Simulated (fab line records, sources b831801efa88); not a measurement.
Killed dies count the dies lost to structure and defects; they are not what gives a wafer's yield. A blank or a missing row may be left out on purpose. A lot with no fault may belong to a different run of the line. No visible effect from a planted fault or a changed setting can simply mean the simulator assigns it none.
What tool caused it?    flow sky130    42 wafers from 14 lots sampled at 4 of the route's 708 steps

## WHAT EACH GAUGE READ, for each wafer
SKY_SONOS_TUNNEL_TW_MEAS_12.
lot   measured      on             SONOS_TUNNEL_TW
L780  day 12 04:07  film-metro-03  197.4 195.8 197.1
L782  day 12 17:23  film-metro-01  197.5 197.7 196.8
L783  day 12 23:33  film-metro-03  197.9 198.0 196.9
L787  day 14 13:29  film-metro-01  196.5 196.5 197.1
L788  day 14 17:55  film-metro-04  197.9 196.2 196.9
L792  day 16 00:49  film-metro-03  195.1 196.5 196.0
L794  day 16 20:05  film-metro-01  197.2 197.0 198.2
L795  day 16 23:06  film-metro-03  196.6 196.3 196.5
L796  day 17 06:13  film-metro-01  196.6 196.2 196.2
L797  day 17 13:35  film-metro-04  198.8 198.2 198.3
L798  day 18 01:01  film-metro-04  198.0 197.5 199.1
L799  day 18 07:10  film-metro-04  199.1 198.4 197.8
L800  day 18 18:30  film-metro-01  196.8 196.9 196.7
L801  day 19 02:01  film-metro-03  197.1 196.9 196.6

SKY_LDD_HVN_TW_MEAS_10.
lot   measured      on             LDD_HVN_TW
L780  day 21 07:13  film-metro-04  1440 1444 1436
L782  day 21 23:31  film-metro-02  1471 1470 1470
L783  day 22 04:51  film-metro-04  1452 1443 1444
L787  day 23 21:57  film-metro-02  31 30 31
L788  day 24 03:15  film-metro-04  30 30 30
L792  day 25 11:19  film-metro-01  1430 1435 1430
L794  day 26 05:15  film-metro-04  1444 1438 1454
L795  day 26 10:33  film-metro-01  1433 1434 1437
L796  day 26 19:03  film-metro-04  1452 1451 1454
L797  day 27 02:04  film-metro-04  1441 1434 1438
L798  day 27 13:00  film-metro-01  1436 1439 1434
L799  day 27 19:44  film-metro-02  1474 1467 1461
L800  day 28 03:01  film-metro-01  1423 1432 1432
L801  day 28 06:12  film-metro-02  1458 1461 1475

## WHAT TOOL EACH LOT RAN ON (gives the tool, then ch and the chambers of the sampled wafers, and finally the start)
lot   SKY_LDD_P_STRIP_10                    SKY_LDD_HVN_IMPLANT_08
L780  plasma-asher-04 ch 0,1, day 20 00:51  implanter-04 ch 0, day 21 06:58
L782  plasma-asher-01 ch 0,1, day 20 16:30  implanter-02 ch 0, day 21 23:16
L783  plasma-asher-01 ch 1, day 20 22:03    implanter-01 ch 0, day 22 04:36
L787  plasma-asher-03 ch 0,1, day 22 15:46  implanter-04, day 23 21:42
L788  plasma-asher-03 ch 0,1, day 22 21:13  implanter-01, day 24 03:00
L792  plasma-asher-01 ch 0,1, day 24 05:54  implanter-01 ch 0, day 25 11:04
L794  plasma-asher-03 ch 0,1, day 25 00:06  implanter-02 ch 0, day 26 05:00
L795  plasma-asher-04 ch 0,1, day 25 05:27  implanter-01 ch 0, day 26 10:18
L796  plasma-asher-04 ch 0,1, day 25 13:28  implanter-01 ch 0, day 26 18:48
L797  plasma-asher-01 ch 0, day 25 20:49    implanter-02 ch 0, day 27 01:49
L798  plasma-asher-04 ch 0,1, day 26 07:06  implanter-02 ch 0, day 27 12:45
L799  plasma-asher-03 ch 0,1, day 26 14:54  implanter-02 ch 0, day 27 19:29
L800  plasma-asher-03 ch 0,1, day 26 22:42  implanter-02 ch 0, day 28 02:46
L801  plasma-asher-03 ch 0,1, day 27 02:22  implanter-01 ch 0, day 28 05:57
- SKY_LDD_P_STRIP_10: strips in O2/N2.
- SKY_LDD_HVN_IMPLANT_08

## WHAT THE TOOLS THEMSELVES READ (means of the sampled wafers that have a number; where no wafer has one, the mark that the record gives instead)
SKY_LDD_P_STRIP_10.
lot   tool             drypump-motor-current-A (A)  oes-product-au (a.u.)  strip-time-to-endpoint-s (s)
L780  plasma-asher-04  5.7                          0.716                  14.30
L782  plasma-asher-01  5.1                          0.717                  14.35
L783  plasma-asher-01  5.5                          0.717                  14.36
L787  plasma-asher-03  5.0                          0.716                  14.36
L788  plasma-asher-03  5.4                          0.719                  14.37
L792  plasma-asher-01  5.3                          0.715                  14.32
L794  plasma-asher-03  5.4                          0.714                  14.30
L795  plasma-asher-04  5.8                          0.715                  14.38
L796  plasma-asher-04  5.8                          0.717                  14.30
L797  plasma-asher-01  4.9                          0.712                  14.39
L798  plasma-asher-04  5.7                          0.714                  14.36
L799  plasma-asher-03  5.4                          0.715                  14.41
L800  plasma-asher-03  5.0                          0.716                  14.41
L801  plasma-asher-03  5.0                          0.717                  14.40

SKY_LDD_HVN_IMPLANT_08.
lot   tool          beam-energy-keV  beam-on-s (s)
L780  implanter-04  59.997           9.80
L782  implanter-02  59.954           10.09
L783  implanter-01  60.013           10.12
L787  implanter-04  -                -
L788  implanter-01  -                -
L792  implanter-01  59.991           9.94
L794  implanter-02  60.006           9.91
L795  implanter-01  59.994           9.95
L796  implanter-01  59.998           9.94
L797  implanter-02  60.016           9.92
L798  implanter-02  59.997           10.04
L799  implanter-02  59.965           9.88
L800  implanter-02  59.969           9.80
L801  implanter-01  59.984           9.97

## THE ANSWER, worked out from the rows above alone
Rule: the usual values come from the lots themselves. Put in order of their means at a reading, lots are off if they are a third of the lots or fewer, leave a main group of 4 or more, and stand apart from it by a gap of 3 or more times the standard deviation of the main group's means; of several such gaps the widest counts. The tables above print the reading to a certain number of digits; a main group whose means all agree to those digits is not used. A lot without any number at a reading at which 4 lots or more have one is off too. All remaining lots with rows at the step are treated as sound. Order of review: gauges by route order, followed by the tools' own readings, for which a lot's mean as printed above is used. The first step at which some lot is off is used, and at that step the reading that is off furthest; a lot without a number counts as furthest.
Off: L787, L788, at SKY_LDD_HVN_TW_MEAS_10 (LDD_HVN_TW). The main group: mean 1446, standard deviation 14.
If a tool, at a process step before that reading, ran all the lots that are off and no sound lot after the first of them, it fits. The gauges at SKY_LDD_HVN_TW_MEAS_10 aren't tried: what is off there is off at SKY_LDD_HVN_IMPLANT_08 too, on other tools, and a gauge's error can't cause that. No candidate that was tried fits.

## WHAT WAS PUT IN BY THE SIMULATOR
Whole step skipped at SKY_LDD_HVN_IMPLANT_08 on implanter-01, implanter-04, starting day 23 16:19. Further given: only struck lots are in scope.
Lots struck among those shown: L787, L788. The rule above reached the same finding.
